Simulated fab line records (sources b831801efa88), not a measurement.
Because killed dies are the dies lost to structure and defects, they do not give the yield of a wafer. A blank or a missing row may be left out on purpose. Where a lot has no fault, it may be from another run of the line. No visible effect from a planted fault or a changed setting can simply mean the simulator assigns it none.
Which of the tools did it?    flow gf180mcu    13 lots, 39 wafers sampled, at 3 steps of a route of 602

== WHAT THE GAUGES READ, wafer by wafer ==
GF_PSD_OVL_MEAS_08. Usual: PSD_OVL typically reads 0.6 nm, with standard deviation 1.3.
lot   measured      on          PSD_OVL (nm)       flag
L646  day 14 06:17  overlay-02  2.8 1.6 1.4        
L647  day 14 16:22  overlay-01  1.7 0.5 1.6        
L650  day 15 17:25  overlay-02  3.5 1.7 2.5        
L656  day 17 22:58  overlay-01  185.1 185.7 185.5  OFF
L657  day 18 04:41  overlay-01  183.7 183.9 184.0  OFF
L658  day 18 13:43  overlay-01  -1.0 -0.5 -1.4     
L659  day 18 22:13  overlay-01  -0.7 -0.9 -0.1     
L661  day 19 18:29  overlay-02  -1.4 -1.4 -1.0     
L662  day 20 04:02  overlay-02  1.8 3.2 1.9        
L663  day 20 06:13  overlay-01  2.1 0.9 1.8        
L665  day 21 05:04  overlay-01  -0.8 1.0 0.1       
L666  day 21 11:40  overlay-02  -0.4 0.4 -1.5      
L669  day 22 07:10  overlay-02  -0.8 -2.7 -1.1     

== EACH LOT AND THE TOOL THAT RAN IT (in order: tool; ch and the chambers of the sampled wafers; start) ==
lot   GF_POLY_GATE_ETCH_12                GF_PSD_EXPOSE_04
L646  rie-diel-03 ch 0,2,3, day 9 07:21   iline-stepper-01 ch 0, day 13 19:37
L647  rie-diel-03 ch 0,3, day 9 15:10     iline-stepper-01 ch 0, day 14 06:02
L650  rie-diel-02 ch 0,1,2, day 10 09:25  iline-stepper-02 ch 0, day 15 06:09
L656  rie-diel-03 ch 0,3, day 12 06:07    iline-stepper-01 ch 0, day 17 11:14
L657  rie-diel-03 ch 0,1,2, day 12 11:28  iline-stepper-01 ch 0, day 17 17:28
L658  rie-diel-04 ch 0,2,3, day 12 20:19  iline-stepper-02 ch 0, day 18 01:50
L659  rie-diel-02 ch 0,1,2, day 13 01:54  iline-stepper-02 ch 0, day 18 09:39
L661  rie-diel-02 ch 0,3, day 13 17:21    iline-stepper-02 ch 0, day 19 06:17
L662  rie-diel-02 ch 0,1,3, day 14 01:33  iline-stepper-02 ch 0, day 19 16:05
L663  rie-diel-02 ch 2,3, day 14 05:42    iline-stepper-02 ch 0, day 19 18:53
L665  rie-diel-02 ch 0,1, day 14 23:40    iline-stepper-02 ch 0, day 20 17:04
L666  rie-diel-02 ch 1,2,3, day 15 08:31  iline-stepper-02 ch 0, day 21 00:18
L669  rie-diel-03 ch 0,1,2, day 16 02:34  iline-stepper-02 ch 0, day 21 19:11
- GF_POLY_GATE_ETCH_12: etches BARC in N2/H2.
- GF_PSD_EXPOSE_04: exposes mask Pplus, target cd 400 nm.

== WHAT THE TOOLS THEMSELVES READ (means of the sampled wafers that have a number; where no wafer has one, the mark that the record gives instead) ==
GF_POLY_GATE_ETCH_12. Usual: drypump-motor-current-A 5.4 A, standard deviation 0.4; oes-product-au 0.736 a.u., standard deviation 0.0046; throttle-valve-pct 13.214 %, standard deviation 0.0088.
lot   tool         drypump-motor-current-A (A)  oes-product-au (a.u.)  throttle-valve-pct (%)  flag
L646  rie-diel-03  5.2                          0.736                  13.222                  
L647  rie-diel-03  5.4                          0.736                  13.213                  
L650  rie-diel-02  5.4                          0.735                  13.218                  
L656  rie-diel-03  5.4                          0.732                  13.211                  
L657  rie-diel-03  5.3                          0.732                  13.207                  
L658  rie-diel-04  5.9                          0.737                  13.216                  
L659  rie-diel-02  5.4                          0.735                  13.218                  
L661  rie-diel-02  5.3                          0.736                  13.215                  
L662  rie-diel-02  5.5                          0.736                  13.216                  
L663  rie-diel-02  5.2                          0.738                  13.214                  
L665  rie-diel-02  5.6                          0.735                  13.212                  
L666  rie-diel-02  5.4                          0.736                  13.214                  
L669  rie-diel-03  5.3                          0.733                  13.205                  

== THE ANSWER, worked out from the rows above alone ==
Rule: lot off if the mean of its wafers having a number is beyond 3 standard deviations from the usual mean. Also off: a lot with no number at a reading for which 4 or more lots have one. The other lots that the step has rows for count as sound. The gauges are gone through in route order, then the tools' own readings, and for those a lot's mean is taken as printed above. The first step at which some lot is off is used, and at that step the reading that is off furthest; a lot without a number counts as furthest.
Off: L656, L657, at GF_PSD_OVL_MEAS_08 (PSD_OVL).
If a tool, at a process step before that reading, ran all the lots that are off and no sound lot after the first of them, it fits. The gauges at GF_PSD_OVL_MEAS_08 are tried like those tools. One candidate fits, namely iline-stepper-01 at GF_PSD_EXPOSE_04. Its last sound lot is L647 (day 14 06:02), its first lot that is off L656 (day 17 11:14): a fault that began between those two fits.

== WHAT THE SIMULATOR HAD PUT IN ==
Scanner matching overlay: iline-stepper-01, from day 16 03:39 on, at GF_PSD_EXPOSE_04. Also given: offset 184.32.
Shown lots that were struck: L656, L657. This agrees with what the rule above found.
